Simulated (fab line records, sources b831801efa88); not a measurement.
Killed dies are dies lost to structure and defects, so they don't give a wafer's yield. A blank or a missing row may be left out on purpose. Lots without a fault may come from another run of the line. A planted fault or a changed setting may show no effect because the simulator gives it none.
Which tool did it? | flow sky130 | 11 lots, 33 wafers sampled, at 4 steps of a route of 708

WHAT THE GAUGES READ, wafer by wafer
SKY_VT_ADJUST_HVTR_CD_MEAS_07: target cd 380 nm.
lot  | measured     | on        | cd_nm (nm)
L431 | day 10 15:24 | cd_sem-01 | 378.0 379.4 379.9
L432 | day 10 21:46 | cd_sem-01 | 380.4 382.3 379.2
L433 | day 11 02:13 | cd_sem-01 | 377.6 378.6 381.1
L439 | day 11 10:04 | cd_sem-01 | 379.4 375.0 375.5
L442 | day 11 11:40 | cd_sem-01 | 378.3 377.1 380.0
L444 | day 17 04:11 | cd_sem-02 | 379.8 378.6 380.8
L445 | day 17 13:41 | cd_sem-01 | 378.7 380.6 378.7
L449 | day 17 16:55 | cd_sem-02 | 377.6 376.6 379.2
L448 | day 17 19:30 | cd_sem-02 | 376.2 373.3 376.9
L450 | day 17 19:37 | cd_sem-01 | 382.4 378.7 381.9
L446 | day 17 21:02 | cd_sem-02 | 381.1 378.9 380.0

WHICH TOOL RAN EACH LOT (tool, then ch and the chambers of the sampled wafers, then the start)
lot  | SKY_VT_ADJUST_LVTN_STRIP_09          | SKY_VT_ADJUST_NCORE_COAT_02       | SKY_VT_ADJUST_NCORE_STRIP_10
L431 | plasma_asher-01 ch 0,1, day 8 04:01  | litho_track-01 ch 0, day 9 05:57  | plasma_asher-04 ch 0,1, day 9 17:23
L432 | plasma_asher-01 ch 0,1, day 8 06:19  | litho_track-03 ch 0, day 9 12:06  | plasma_asher-03 ch 0,1, day 9 23:08
L433 | plasma_asher-01 ch 0, day 8 08:13    | litho_track-03 ch 0, day 9 14:54  | plasma_asher-03 ch 0,1, day 10 03:11
L439 | plasma_asher-02 ch 0,1, day 8 14:29  | litho_track-03 ch 0, day 9 23:09  | plasma_asher-03 ch 0, day 10 10:36
L442 | plasma_asher-03 ch 1, day 8 15:47    | litho_track-03 ch 0, day 10 00:42 | plasma_asher-01 ch 0,1, day 10 12:02
L444 | plasma_asher-01 ch 0,1, day 13 16:50 | litho_track-03 ch 0, day 15 08:57 | plasma_asher-04 ch 0,1, day 15 23:51
L445 | plasma_asher-02 ch 0,1, day 14 01:01 | litho_track-03 ch 0, day 15 17:22 | plasma_asher-03 ch 0,1, day 16 08:49
L449 | plasma_asher-03 ch 0,1, day 14 04:17 | litho_track-01 ch 0, day 15 20:30 | plasma_asher-04 ch 0,1, day 16 11:14
L448 | plasma_asher-02 ch 0,1, day 14 06:19 | litho_track-03 ch 0, day 15 23:55 | plasma_asher-01 ch 0,1, day 16 13:49
L450 | plasma_asher-02 ch 1, day 14 06:40   | litho_track-01 ch 0, day 16 00:09 | plasma_asher-03 ch 0,1, day 16 14:02
L446 | plasma_asher-01 ch 0,1, day 14 07:19 | litho_track-01 ch 0, day 16 00:45 | plasma_asher-03 ch 0,1, day 16 15:11
- SKY_VT_ADJUST_LVTN_STRIP_09: strips in O2/N2.
- SKY_VT_ADJUST_NCORE_COAT_02: resist thk 1140 nm.
- SKY_VT_ADJUST_NCORE_STRIP_10: strips in O2/N2.

THE ANSWER, worked out from the rows above alone
Rule: what is usual is taken from the lots themselves. Put in order of their means at a reading, lots are off if they are a third of the lots or fewer, leave a main group of 4 or more, and stand apart from it by a gap of 3 or more times the standard deviation of the main group's means; of several such gaps the widest counts. A main group whose means are all the same, to the digits that the tables above print for the reading, isn't used. A lot without any number at a reading at which 4 lots or more have one is off too. The other lots that the step has rows for count as sound.
No lot is off at any reading shown: from this, nothing can be told.

WHAT THE SIMULATOR HAD PUT IN
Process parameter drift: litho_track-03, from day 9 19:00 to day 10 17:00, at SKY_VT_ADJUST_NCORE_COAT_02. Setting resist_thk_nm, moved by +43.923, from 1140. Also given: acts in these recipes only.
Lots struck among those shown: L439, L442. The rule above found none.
